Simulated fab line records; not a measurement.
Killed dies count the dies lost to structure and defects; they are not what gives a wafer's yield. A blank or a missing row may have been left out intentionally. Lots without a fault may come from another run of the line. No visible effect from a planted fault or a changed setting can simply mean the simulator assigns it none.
A struck lot beside a sound one / flow sky130 / 44 steps out of a route of 708
Sound: the wafers L277.1, L277.2, L277.6. Struck: wafers L286.3, L286.6 (left out: L286.5, a lot-mate that was not struck); the cause follows at the end.
At each step with rows: each side's tool, then ch and its chambers, then its first start. Under that, the readings that differ: sound wafers / struck wafers / difference of the means / sigmas: that difference in standard deviations of wafers without a fault.
alike: words and numbers the same on both sides, and readings whose means are apart by under 2 such deviations; not compared: readings that were withheld, readings missing a value for some wafer, numbers with overlapping values and no deviation given by the record, and bounds like >300 which may hide the same value.
Wherever a step has rows on one side only, a row that says differs or no value, or a row with sigmas, the two part there. Non-overlapping numbers with no deviation appear without sigmas and do not part them. A reading missing from all wafers of one side parts the sides only when that side holds two or more wafers.

first, 4 steps without rows for these wafers: SKY_VIA2_CLEAN_18 (cleans in IPA, time 180 s); SKY_VIA2_CLEAN_19 (cleans in O3/DIW); SKY_VIA2_SPUTTER_20 (material TiN, target thk 20 nm, time 80 s); SKY_VIA2_CVD_21 (deposits W, target thk 420 nm, time 126.4 s).
SKY_VIA2_RS_MEAS_22: measurement is done with a four-point probe.
  sound on film metro-03 at day 38 06:26; struck on film metro-01 at day 41 00:53
  alike: VIA2_W_RS
SKY_VIA2_THK_MEAS_23: measures by xrf.
  sound on film metro-03 at day 38 06:33; struck on film metro-01 at day 41 00:59
  alike: VIA2_W_THK
SKY_VIA2_CMP_24: polishes, stops on SiO2, t overpolish 20 s, target thk 0 nm.
  sound on cmp-02 ch 1,2,3, day 38 06:43; struck on cmp-01 ch 0, day 41 01:16
  alike: motor current A, overpolish run s, retaining ring pressure frac, slurry filter dp kPa, time to endpoint s
SKY_METAL3_SPUTTER_00: material Ti, target thk 15 nm, time 10 s.
  sound on pvd sputter-04 at day 38 06:55; struck on pvd sputter-04 at day 41 01:31
  alike: throttle valve pct
then, 3 steps without rows for these wafers: SKY_METAL3_SPUTTER_01 (material TiN, target thk 20 nm, time 16.7 s); SKY_METAL3_SPUTTER_02 (material AlCu, target thk 735 nm, time 39.1 s); SKY_METAL3_SPUTTER_03 (material Ti, target thk 5 nm, time 3.3 s).
SKY_METAL3_SPUTTER_04: material TiN, target thk 70 nm, time 58.3 s.
  sound on pvd sputter-04 at day 38 07:01; struck on pvd sputter-04 at day 41 01:37
  alike: throttle valve pct
SKY_CAPM_CVD_00: deposits SiO2, target thk 15.5 nm.
  sound on pecvd-02 ch 0,2, day 38 07:04; struck on pecvd-04 ch 0, day 41 01:41
reading=model.SiO2_of_CAPM_CVD_00.thk nm (nm); sound=15.37 15.2 15.38; struck=7.041 7.224; difference=-8.184; sigmas=
  alike: heater power w
SKY_CAPM_THK_MEAS_01:
  sound on film metro-03 at day 38 07:05; struck on film metro-01 at day 41 01:43
reading=CAPM_CVD_00_THK (nm); sound=15.38 15.17 15.37; struck=7.07 7.23; difference=-8.16; sigmas=-39
then, 1 step without rows for these wafers: SKY_CAPM_SPUTTER_02 (material TiN, target thk 200 nm, time 166.7 s).
SKY_CAPM_RS_MEAS_03: measurement is done with a four-point probe.
  sound on film metro-01 at day 38 07:16; struck on film metro-03 at day 41 01:55
  alike: CAPM_TIN_RS
SKY_CAPM_THK_MEAS_04: measures by xrf.
  sound on film metro-01 at day 38 07:23; struck on film metro-03 at day 41 02:01
reading=CAPM_TIN_THK (nm); sound=204.4 202.6 201.9; struck=197.9 197.8; difference=-5.1; sigmas=-2
then, 7 steps without rows for these wafers: SKY_CAPM_DEHYDRATE_05 (time 60 s); SKY_CAPM_HMDS_06 (prime time 60 s); SKY_CAPM_COAT_07 (resist thk 1140 nm); SKY_CAPM_SOFTBAKE_08 (time 60 s); SKY_CAPM_EXPOSE_09 (exposes mask CAPM, target cd 1000 nm); SKY_CAPM_PEB_10; SKY_CAPM_DEVELOP_11 (develop time 60 s).
SKY_CAPM_OVL_MEAS_12:
  sound on overlay-01 at day 39 07:13; struck on overlay-01 at day 42 01:41
  alike: CAPM_OVL
SKY_CAPM_METAL_ETCH_13: etches TiN in Cl2/BCl3, stops on SiO2, target depth 220 nm, time 62.9 s.
  sound on rie metal-03 ch 0,1, day 39 07:16; struck on rie metal-01 ch 0,1, day 42 01:44
  alike: drypump motor current A, oes product au, throttle valve pct
  not compared: rf hours counter h
then, 12 steps without rows for these wafers: SKY_CAPM_STRIP_14 (strips in O2/N2); SKY_CAPM_STRIP_15 (strips in post etch residue remover, time 1200 s); SKY_CAPM_CLEAN_16 (cleans in IPA, time 180 s); SKY_CAPM_CLEAN_17 (cleans in O3/DIW); SKY_METAL3_DEHYDRATE_05 (time 60 s); SKY_METAL3_HMDS_06 (prime time 60 s); SKY_METAL3_COAT_07 (resist thk 60 nm); SKY_METAL3_COAT_08 (resist thk 1140 nm); SKY_METAL3_SOFTBAKE_09 (time 90 s); SKY_METAL3_EXPOSE_10 (exposes mask MM3, target cd 300 nm); SKY_METAL3_PEB_11; SKY_METAL3_DEVELOP_12 (develop time 60 s).
SKY_METAL3_CD_MEAS_13: the cd target is 300 nm.
  sound on cd sem-02 at day 40 08:46; struck on cd sem-01 at day 43 02:21
  alike: cd nm
SKY_METAL3_OVL_MEAS_14:
  sound on overlay-01 at day 40 08:53; struck on overlay-01 at day 43 02:26
  alike: METAL3_OVL
SKY_METAL3_DESCUM_15: chemistry O2, time 8 s.
  sound on rie metal-01 ch 1, day 40 08:55; struck on rie metal-04 ch 0,1, day 43 02:29
reading=drypump motor current A (A); sound=5.4 5.3 5.3; struck=6.8 6.4; difference=+1.3; sigmas=+2
reading=oes product au (a.u.); sound=0.978 0.977 0.980; struck=1.011 1.016; difference=+0.035; sigmas=+3
  not compared: rf hours counter h
then, 1 step without rows for these wafers: SKY_METAL3_ETCH_16 (etches BARC in N2/H2, stops on SiO2, time 88.2 s, target depth 60 nm).
SKY_METAL3_ETCH_17: etches SiO2 in C4F8/O2/Ar, stops on TiN, time 3.9 s, target depth 15 nm.
  sound on rie diel-04 ch 0,3, day 40 09:11; struck on rie diel-03 ch 2, day 43 02:36
reading=oes product au (a.u.); sound=0.752 0.749 0.755; struck=0.543 0.556; difference=-0.202; sigmas=-30
reading=model.etch.depth nm (nm); sound=15.37 15.2 15.38; struck=7.041 7.224; difference=-8.184; sigmas=
  not compared: rf hours counter h
-- the record jumps here: 6 days lie between the struck wafers' starts before and after (it left off in module METAL3 and takes up again in module PAD_OPEN, whose first step shown is number 708 of the route) --
SKY_PAD_OPEN_PROBE_99:
  sound on prober-02 at day 47 08:05; struck on prober-01 at day 49 12:05
reading=model.etest.tester.sort n pass; sound=426 411 406; struck=0 0; difference=-414; sigmas=
reading=model.etest.tester.sort yield pct (%); sound=86.59 83.54 82.52; struck=0 0; difference=-84; sigmas=
reading=model.etest.tester.sort_bin_5_pct (%); sound=7.927 10.16 10.37; struck=75.27 79.77; difference=+68.03; sigmas=
reading=model.etest.tester.sort_bin_4_pct (%); sound=0 0 0; struck=16.6 11.9; difference=+14.2; sigmas=
reading=model.etest.cap mim.bv v (V); sound=13.7 13.36 13.6; struck=6.296 6.38; difference=-7.215; sigmas=
reading=model.etest.cap mim.leak log10 a cm2; sound=-8.997 -8.827 -8.889; struck=-4.304 -4.458; difference=+4.523; sigmas=
reading=model.etest.cap mim.c ff um2; sound=2.338 2.403 2.326; struck=5.142 4.949; difference=+2.690; sigmas=
reading=model.etest.tester.sort_bin_8_pct (%); sound=0 0 0; struck=2.95e-67 1.032e-57; difference=+5.16e-58; sigmas=
  alike: defect limited yield, killed_at_M0_to_M3, killed_at_M4_up, killed at contacts, killed at front end, killed at other, killed dies, killed open, killed short

WHERE THEY PART
At SKY_CAPM_THK_MEAS_01 first; at SKY_METAL3_ETCH_17 last (within this record only). Later steps at which nothing parts them and some readings are alike: SKY_PAD_OPEN_PROBE_99.

WHY: what the simulator had put in
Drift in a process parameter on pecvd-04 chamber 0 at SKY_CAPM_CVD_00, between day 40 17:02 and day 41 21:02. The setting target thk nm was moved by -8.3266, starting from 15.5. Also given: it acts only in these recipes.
